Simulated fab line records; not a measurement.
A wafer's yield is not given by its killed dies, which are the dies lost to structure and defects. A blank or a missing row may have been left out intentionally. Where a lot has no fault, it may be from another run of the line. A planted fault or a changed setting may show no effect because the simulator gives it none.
fab line records	flow sky130
record: lots: 14	wafers: 42	last_day: 50
route steps=708 shown SONOS_TUNNEL@160 VIA4@657 PASSIVATION@682 PAD_OPEN@708
lots that met no fault: taken from a fault-free run of the same line
start_h: hours from the record's opening day to when the first of the lot's shown wafers began	wait_h: time in hours since the lot's previous step	" the same as in the row above	L1.1+2: one row covering several wafers at once	- no value, or no start was given	* or withheld: withheld	< > ~ a bound
route shown NAME@n: names a module that has steps shown in the file, with the first one's number in the route	usual: mean/standard deviation of fault-free wafers	same: alike in all rows	chamber/n: place in a boat	sites: the reading at each site	_std_site: the values' standard deviation	_edge_site: inner sites' mean taken away from outer sites' mean	radius_mm: how far each site lies from the wafer's centre	mask NAME#n: copy n	behind: tool/chamber where the wafer was last shaped	hold: the reason the lot was held/the length of the hold in hours/how it ended	device: whichever transistor did not switch (one of n, p or np)	end of line: tests run on the same wafers once the route is complete	a step with no rows: only its recipe	killed: at the first sort, the dies lost to defects and structure; wafer yield is something else	map: shows each die of a wafer: x if killed, . if not, _ if none is there
set.NAME: the run value of the setting; set.NAME@STEP: its run value at that earlier step	model.NAME: the simulator's own value behind a step, which no gauge read
a sample of lots followed through the steps of the route, with each step as a table and each wafer as a row
services: the hour from which a tool's chamber was out of use, counted from the record's first day as start_h (under 0 if before that day), plus the number of hours and why
== steps ==
step: SKY_SONOS_TUNNEL_DEVELOP_06
recipe: resist: NOVOLAK	developer: TMAH	develop_time_s: 60	dev_temp_c: 23.38
lot.wafer	tool	chamber	start_h	wait_h
L560.3+5+6	litho_track-01	0	249.17	0.1
L561.3+5+6	litho_track-02	0	250.43	0.1
L562.2+4+6	litho_track-03	0	260.03	0.1
L563.1+4+5	litho_track-01	0	261.22	0.1
L564.1+4+5	litho_track-03	0	266.55	0.1
L565.2+5+6	litho_track-03	0	284.48	0.1
L567.3+4+6	litho_track-01	0	291.97	0.1
L568.3+4+6	litho_track-01	0	300.82	0.1
L569.1+2+4	litho_track-03	0	310.55	0.1
L575.1+4+5	litho_track-01	0	355.67	0.1
L577.2+3+4	litho_track-03	0	378.28	0.1
L578.4+5+6	litho_track-03	0	388.83	0.1
L581.1+3+6	litho_track-01	0	447.17	0.1
L582.2+3+4	litho_track-03	0	448.08	0.1
step: SKY_VIA4_CVD_18
recipe: material: W	target_thk_nm: 505	time_s: 152.14	temp_c: 400	pressure_torr: 40
usual: heater_power_w: 861/100
lot.wafer	tool	chamber	start_h	wait_h	heater_power_w	since_wet_clean_h
L560.3	cvd_w-01	0	997.65	0.1	718	-
L560.5	"	1	"	"	835	-
L560.6	"	0	"	"	734	-
L561.3	cvd_w-01	1	1004.56	0.1	831	-
L561.5	"	0	"	"	718	-
L561.6	"	1	"	"	842	-
L562.2	cvd_w-01	0	1008.00	0.0	715	90
L562.4	"	0	"	"	720	-
L562.6	"	0	"	"	703	-
L563.1	cvd_w-02	0	1019.70	0.0	1011	616
L563.4	"	0	"	"	1000	-
L563.5	"	1	"	"	828	-
L564.1	cvd_w-01	0	1022.28	0.0	717	104
L564.4	"	1	"	"	861	-
L564.5	"	0	"	"	736	-
L565.2	cvd_w-02	1	1035.30	0.0	839	631
L565.5	"	1	"	"	838	-
L565.6	"	0	"	"	1027	-
L567.3	cvd_w-01	1	1045.22	0.1	827	-
L567.4	"	0	"	"	704	-
L567.6	"	1	"	"	857	-
L568.3	cvd_w-02	0	1049.60	0.1	992	-
L568.4	"	1	"	"	854	-
L568.6	"	1	"	"	842	-
L569.1	cvd_w-02	0	1062.69	0.0	1006	659
L569.2	"	1	"	"	850	659
L569.4	"	1	"	"	833	-
L575.1	cvd_w-01	1	1097.09	0.0	851	179
L575.4	"	0	"	"	724	-
L575.5	"	0	"	"	727	-
L578.5	cvd_w-02	0	1118.59	0.1	1026	-
L578.6	"	1	"	"	870	-
L581.1	cvd_w-01	0	1150.96	0.0	732	233
L581.3	"	0	"	"	721	-
L581.6	"	1	"	"	836	-
L582.2	cvd_w-02	1	1155.87	0.0	845	752
L582.3	"	1	"	"	877	-
L582.4	"	0	"	"	1004	-
step: SKY_VIA4_CMP_21
recipe: stop_on: SiO2	t_overpolish_s: 25	down_force_psi: 3.5	platen_rpm: 60	target_thk_nm: 0	pad_velocity_m_s: 0.94248
usual: motor_current_A: 11.2/0.66	overpolish_run_s: 25.000/0.0088	retaining_ring_pressure_frac: 1.000/0.0051	slurry_flow_ml_min: 150.0/0.47	time_to_endpoint_s: 123/6
lot.wafer	tool	chamber	start_h	wait_h	motor_current_A	overpolish_run_s	retaining_ring_pressure_frac	slurry_flow_ml_min	time_to_endpoint_s
L560.3	cmp-02	2	998.09	0.2	10.2	24.992	1.008	149.8	117
L560.6	"	3	"	"	10.3	24.993	1.006	149.5	114
L560.5	"	0	"	"	11.4	25.013	1.000	150.1	127
L561.3	cmp-01	3	1005.00	0.2	11.0	25.002	1.008	150.3	129
L561.5	"	0	"	"	12.0	24.990	1.011	150.8	127
L561.6	"	1	"	"	11.6	25.000	0.994	150.5	128
L562.4	cmp-02	1	1008.43	0.1	12.1	24.997	1.004	149.6	117
L562.2	"	2	"	"	10.2	24.998	0.997	150.0	113
L562.6	"	0	"	"	11.1	25.003	1.003	149.6	119
L563.1	cmp-01	3	1020.03	0.1	11.0	25.005	0.998	150.7	126
L563.4	"	1	"	"	10.9	24.995	0.999	150.2	121
L563.5	"	3	"	"	10.7	24.988	1.001	149.7	125
L564.4	cmp-01	3	1022.66	0.1	11.1	24.994	0.996	149.9	128
L564.1	"	1	"	"	11.0	25.009	1.002	149.5	121
L564.5	"	3	"	"	10.4	24.994	1.000	149.1	128
L565.2	cmp-01	3	1035.63	0.0	11.0	24.990	0.994	150.2	134
L565.6	"	3	"	"	10.9	25.006	0.999	150.4	136
L565.5	"	0	"	"	11.0	25.013	0.999	149.8	129
L567.3	cmp-01	0	1045.50	0.0	11.1	25.021	1.001	150.1	126
L567.4	"	1	"	"	11.2	25.010	0.997	149.5	119
L567.6	"	0	"	"	11.4	25.004	1.001	150.4	124
L568.3	cmp-02	1	1049.94	0.1	12.9	24.995	1.005	149.5	116
L568.4	"	2	"	"	10.3	25.000	1.009	148.8	110
L568.6	"	2	"	"	10.5	24.981	1.005	149.0	109
L569.4	cmp-02	1	1063.03	0.0	12.9	25.010	1.008	148.7	118
L569.2	"	2	"	"	10.3	24.987	0.997	149.5	113
L569.1	"	3	"	"	10.3	25.006	0.997	150.5	114
L575.4	cmp-02	0	1097.47	0.1	12.0	24.987	0.995	150.4	124
L575.1	"	2	"	"	10.7	24.982	0.991	150.0	121
L575.5	"	3	"	"	10.2	24.998	0.993	150.2	115
L578.5	cmp-01	1	1119.02	0.2	11.4	25.020	0.992	150.2	129
L578.6	"	2	"	"	10.4	25.000	1.006	149.8	127
L581.1	cmp-02	1	1151.39	0.1	12.0	25.009	0.995	150.1	121
L581.3	"	2	"	"	10.4	25.007	1.005	149.6	120
L581.6	"	0	"	"	11.5	25.008	1.008	150.2	123
L582.2	cmp-02	0	1156.25	0.1	11.2	24.997	0.997	150.3	123
L582.3	"	1	"	"	12.6	25.009	0.999	149.8	123
L582.4	"	3	"	"	10.2	25.001	0.995	149.7	115
step: SKY_PASSIVATION_THK_MEAS_01
recipe: reads: SiO2_of_PASSIVATION_CVD_00
usual: PASSIVATION_CVD_00_THK: 89.7/1.2
lot.wafer	tool	chamber	start_h	wait_h	PASSIVATION_CVD_00_THK[nm]
L560.3	film_metro-02	-	1022.11	-	89.8
L560.5	"	-	"	"	89.8
L560.6	"	-	"	"	90.1
L561.3	film_metro-03	-	1028.89	-	90.7
L561.5	"	-	"	"	89.7
L561.6	"	-	"	"	89.7
L562.2	film_metro-03	-	1031.67	-	87.4
L562.4	"	-	"	"	89.7
L562.6	"	-	"	"	88.9
L563.1	film_metro-04	-	1043.07	-	89.9
L563.4	"	-	"	"	91.3
L563.5	"	-	"	"	89.8
L564.1	film_metro-02	-	1046.16	-	89.6
L564.4	"	-	"	"	89.9
L564.5	"	-	"	"	90.2
L565.2	film_metro-04	-	1058.35	-	88.3
L565.5	"	-	"	"	90.2
L565.6	"	-	"	"	90.1
L567.3	film_metro-02	-	1068.09	-	88.2
L567.4	"	-	"	"	89.0
L567.6	"	-	"	"	90.0
L568.3	film_metro-02	-	1072.93	-	87.9
L568.4	"	-	"	"	90.1
L568.6	"	-	"	"	89.6
L569.1	film_metro-02	-	1085.19	-	89.3
L569.2	"	-	"	"	90.9
L569.4	"	-	"	"	90.6
L575.1	film_metro-04	-	1118.02	-	91.0
L575.4	"	-	"	"	91.9
L575.5	"	-	"	"	93.1
L578.5	film_metro-03	-	1139.38	-	91.2
L578.6	"	-	"	"	91.5
L581.1	film_metro-04	-	1169.37	-	89.1
L581.3	"	-	"	"	88.6
L581.6	"	-	"	"	91.1
L582.2	film_metro-03	-	1174.35	-	87.6
L582.3	"	-	"	"	88.9
L582.4	"	-	"	"	89.2
step: SKY_PAD_OPEN_PROBE_99
usual: killed_at_M0_to_M3: 43/6.8	killed_at_M4_up: 3.2/1.9	killed_at_contacts: 24/5	killed_at_front_end: 16/4.9	killed_at_other: 0.4/0.76	killed_dies: 87/10	killed_on_rim: 17/3.9	killed_open: 47/7.3	killed_short: 39/6.2
same: gross_dies: 492	killed_at_back_side: 0
lot.wafer	tool	chamber	start_h	wait_h	killed_at_M0_to_M3	killed_at_M4_up	killed_at_contacts	killed_at_front_end	killed_at_other	killed_dies	killed_on_rim	killed_open	killed_short
L560.3	prober-02	-	1068.08	0.2	38	2	29	17	1	87	18	49	38
L560.5	prober-02	-	1068.18	0.2	46	3	29	27	0	105	20	64	41
L560.6	prober-02	-	1068.23	0.2	34	2	33	15	1	85	15	52	33
L564.1	prober-02	-	1090.87	0.1	42	6	26	17	0	91	21	48	43
L564.4	prober-02	-	1091.02	0.2	42	3	24	12	2	83	14	42	41
L564.5	prober-02	-	1091.07	0.2	48	3	23	20	0	94	19	53	41
L565.2	prober-01	-	1102.55	0.1	42	4	33	23	0	102	24	41	61
L565.5	prober-01	-	1102.70	0.2	45	3	27	21	0	96	15	52	44
L565.6	prober-01	-	1102.75	0.2	42	8	26	14	0	90	20	49	40
L567.3	prober-01	-	1110.96	0.2	39	3	20	11	2	75	17	40	35
L567.4	prober-01	-	1111.01	0.2	48	2	26	19	0	95	20	59	36
L567.6	prober-01	-	1111.11	0.2	52	0	17	6	0	75	10	50	25
L575.1	prober-01	-	1157.92	0.1	42	1	19	9	0	71	12	36	35
L575.4	prober-01	-	1158.07	0.2	39	3	17	12	1	72	15	42	30
L575.5	prober-01	-	1158.12	0.2	29	3	23	8	3	66	14	33	33
L577.2	prober-01	-	1165.26	0.1	33	6	29	424	0	492	96	47	34
L577.3	prober-01	-	1165.31	0.2	40	1	29	421	1	492	96	48	38
L577.4	prober-01	-	1165.36	0.2	40	2	23	427	0	492	96	52	39
L578.4	prober-02	-	1176.35	0.2	60	1	23	408	0	492	96	63	52
L578.5	prober-02	-	1176.40	0.2	42	5	17	13	2	79	15	48	29
L578.6	prober-02	-	1176.45	0.2	52	2	26	25	1	106	15	61	44
killed by level:class
L560.3 VIA1:geometric_particle:open=12 CONTACT:geometric_particle:open=9 FIELD_ISO:geometric_particle:open=7 CONTACT:geometric_particle:short=6 LI_CONTACT:geometric_particle:open=5 FIELD_ISO:geometric_particle:short=4 VIA1:geometric_particle:short=4 LI_CONTACT:geometric_particle:short=4
L560.5 VIA1:geometric_particle:open=18 FIELD_ISO:geometric_particle:open=10 LI_CONTACT:geometric_particle:open=9 VIA2:geometric_particle:open=8 CONTACT:geometric_particle:open=7 FIELD_ISO:geometric_particle:short=6 CONTACT:geometric_particle:short=6 LOCAL_INTERCONNECT:geometric_particle:short=4
L560.6 CONTACT:geometric_particle:open=16 LI_CONTACT:geometric_particle:open=7 VIA1:geometric_particle:open=7 VIA1:geometric_particle:short=5 VIA2:geometric_particle:open=5 FIELD_ISO:geometric_particle:short=4 POLY_GATE:geometric_particle:open=4 LI_CONTACT:geometric_particle:short=4
L564.1 VIA1:geometric_particle:open=12 CONTACT:geometric_particle:open=10 METAL2:geometric_particle:short=6 VIA3:geometric_particle:short=6 LOCAL_INTERCONNECT:geometric_particle:short=5 LI_CONTACT:geometric_particle:open=5 METAL1:geometric_particle:short=5 POLY_GATE:geometric_particle:short=4
L564.4 VIA1:geometric_particle:open=13 CONTACT:geometric_particle:open=10 VIA2:geometric_particle:open=7 LI_CONTACT:geometric_particle:open=7 METAL1:geometric_particle:short=7 METAL2:geometric_particle:short=6 LOCAL_INTERCONNECT:geometric_particle:short=4 VIA1:geometric_particle:short=4
L564.5 VIA1:geometric_particle:open=13 CONTACT:geometric_particle:open=9 VIA3:geometric_particle:open=8 FIELD_ISO:geometric_particle:open=7 CONTACT:geometric_particle:short=6 VIA1:geometric_particle:short=6 POLY_GATE:geometric_particle:open=5 METAL2:geometric_particle:short=5
L565.2 VIA1:geometric_particle:open=9 METAL2:geometric_particle:short=9 FIELD_ISO:geometric_particle:short=8 CONTACT:geometric_particle:open=8 CONTACT:geometric_particle:short=7 LI_CONTACT:geometric_particle:short=7 LI_CONTACT:geometric_particle:open=7 METAL1:geometric_particle:short=6
L565.5 CONTACT:geometric_particle:open=12 VIA1:geometric_particle:open=11 FIELD_ISO:geometric_particle:short=8 VIA2:geometric_particle:open=8 METAL1:geometric_particle:short=7 FIELD_ISO:geometric_particle:open=6 METAL2:geometric_particle:short=5 CONTACT:geometric_particle:short=4
L565.6 VIA1:geometric_particle:open=15 CONTACT:geometric_particle:open=8 CONTACT:geometric_particle:short=7 METAL4:geometric_particle:short=7 METAL2:geometric_particle:short=6 VIA2:geometric_particle:open=6 LI_CONTACT:geometric_particle:open=5 VIA1:geometric_particle:short=3
L567.3 VIA1:geometric_particle:open=10 LI_CONTACT:geometric_particle:open=7 CONTACT:geometric_particle:open=7 METAL1:geometric_particle:short=5 VIA2:geometric_particle:short=4 FIELD_ISO:geometric_particle:short=4 CONTACT:geometric_particle:short=4 METAL1:geometric_particle:open=4
L567.4 VIA1:geometric_particle:open=16 LI_CONTACT:geometric_particle:open=10 CONTACT:geometric_particle:open=10 VIA1:geometric_particle:short=10 VIA2:geometric_particle:open=7 VIA3:geometric_particle:open=5 FIELD_ISO:geometric_particle:open=4 POLY_GATE:geometric_particle:short=4
L567.6 VIA1:geometric_particle:open=20 METAL2:geometric_particle:short=9 CONTACT:geometric_particle:open=7 VIA3:geometric_particle:open=6 VIA2:geometric_particle:open=5 LI_CONTACT:geometric_particle:open=4 METAL3:geometric_particle:short=4 FIELD_ISO:geometric_particle:open=3
L575.1 VIA1:geometric_particle:open=12 LI_CONTACT:geometric_particle:open=6 LI_CONTACT:geometric_particle:short=5 METAL1:geometric_particle:short=5 VIA1:geometric_particle:short=5 VIA2:geometric_particle:short=5 METAL2:geometric_particle:short=4 VIA2:geometric_particle:open=4
L575.4 VIA1:geometric_particle:open=11 LI_CONTACT:geometric_particle:open=6 METAL1:geometric_particle:short=6 POLY_GATE:geometric_particle:open=5 VIA3:geometric_particle:open=5 LOCAL_INTERCONNECT:geometric_particle:short=4 CONTACT:geometric_particle:open=4 VIA2:geometric_particle:open=4
L575.5 LI_CONTACT:geometric_particle:open=9 CONTACT:geometric_particle:open=6 VIA1:geometric_particle:short=6 VIA1:geometric_particle:open=6 METAL2:geometric_particle:short=4 SPACER:geometric_particle:short=3 LI_CONTACT:geometric_particle:short=3 LOCAL_INTERCONNECT:geometric_particle:short=3
L577.2 SONOS_TUNNEL:area_develop=411 LI_CONTACT:geometric_particle:open=9 VIA2:geometric_particle:open=8 VIA3:geometric_particle:open=8 CONTACT:geometric_particle:open=7 METAL4:geometric_particle:short=6 LOCAL_INTERCONNECT:geometric_particle:short=5 LI_CONTACT:geometric_particle:short=4
L577.3 SONOS_TUNNEL:area_develop=406 VIA1:geometric_particle:open=12 METAL2:geometric_particle:short=9 LI_CONTACT:geometric_particle:open=7 CONTACT:geometric_particle:open=7 CONTACT:geometric_particle:short=7 METAL3:geometric_particle:short=5 POLY_GATE:geometric_particle:open=4
L577.4 SONOS_TUNNEL:area_develop=400 LI_CONTACT:geometric_particle:open=8 POLY_GATE:geometric_particle:open=7 CONTACT:geometric_particle:open=7 METAL1:geometric_particle:short=6 VIA1:geometric_particle:open=6 VIA2:geometric_particle:open=6 FIELD_ISO:geometric_particle:open=5
L578.4 SONOS_TUNNEL:area_develop=377 VIA1:geometric_particle:open=12 CONTACT:geometric_particle:open=12 FIELD_ISO:geometric_particle:short=9 POLY_GATE:geometric_particle:open=9 VIA3:geometric_particle:open=8 VIA1:geometric_particle:short=8 VIA2:geometric_particle:open=7
L578.5 VIA1:geometric_particle:open=14 CONTACT:geometric_particle:open=10 LI_CONTACT:geometric_particle:open=6 VIA3:geometric_particle:open=5 METAL4:geometric_particle:short=5 POLY_GATE:geometric_particle:open=4 VIA1:geometric_particle:short=4 POLY_GATE:geometric_particle:short=3
L578.6 CONTACT:geometric_particle:open=14 VIA1:geometric_particle:open=11 VIA3:geometric_particle:open=10 FIELD_ISO:geometric_particle:short=8 LI_CONTACT:geometric_particle:open=6 METAL2:geometric_particle:short=6 VIA2:geometric_particle:open=6 VIA3:geometric_particle:short=5
== services ==
tool	chamber	start_h	hours	kind
cmp-02	-	352.48	7.1	pm
cmp-02	-	404.10	4.0	pm
cmp-02	-	420.57	2.0	repair
cmp-02	-	472.12	4.4	repair
cvd_w-01	-	513.41	6.9	pm
cmp-02	-	529.18	2.7	repair
cvd_w-01	-	545.02	0.4	repair
cvd_w-01	-	559.92	14.6	pm
cmp-02	-	637.23	1.0	repair
cmp-02	-	638.53	41.3	repair
cmp-02	-	639.83	1.6	repair
cmp-02	-	652.46	1.8	repair
cmp-02	-	711.11	3.6	pm
cmp-02	-	721.48	5.5	pm
cmp-02	-	744.10	4.0	pm
cmp-02	-	764.08	1.6	repair
cmp-02	-	771.63	0.9	repair
cmp-02	-	783.55	4.4	repair
cmp-02	-	796.71	0.7	repair
cmp-02	-	817.08	1.4	repair
cmp-02	-	832.31	1.0	repair
cvd_w-01	-	904.00	14.0	pm
cmp-02	-	913.78	4.6	repair
cvd_w-01	-	990.80	6.0	pm
== key ==
first_sign: step: SKY_PAD_OPEN_PROBE_99	reading: killed_at_front_end	direction: up	sigmas: 82	usual: 16	struck: 420
effect: step: SKY_PAD_OPEN_PROBE_99	reading: killed_dies	direction: up	sigmas: 40	usual: 87	struck: 492
more_kills_born_at: SKY_SONOS_TUNNEL_DEVELOP_06@litho_track-03: 1594
met_at SKY_SONOS_TUNNEL_DEVELOP_06
struck_lots L577,L578
struck_wafers L577.2,L577.3,L577.4,L578.4
later_rows_left_out L577.2,L577.3,L577.4,L578.4
tester_left_out L577,L578
not_acting_at SKY_VIA4_CVD_18,SKY_VIA4_CMP_21,SKY_PASSIVATION_THK_MEAS_01
onset_between 310.55 378.28
fault: kind: process_parameter_drift	tool: litho_track-03	chamber: -	onset_h: 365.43	steps: SKY_SONOS_TUNNEL_DEVELOP_06	channel: develop_time_s	offset: *	shape: step	end_h: 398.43	scope: struck_wafers_only	acts_in: *	stated: *
tester_left_out: of these lots the tester's yield and bins aren't shown, on N5 and GAA mostly nor the transistor test; their killed dies are dies lost to structure and defects alone, not to doping, threshold or leakage, so they don't give the yield
later_rows_left_out: the simulator's readings of these wafers behind a module that went badly wrong aren't trusted and aren't shown, but for the sort
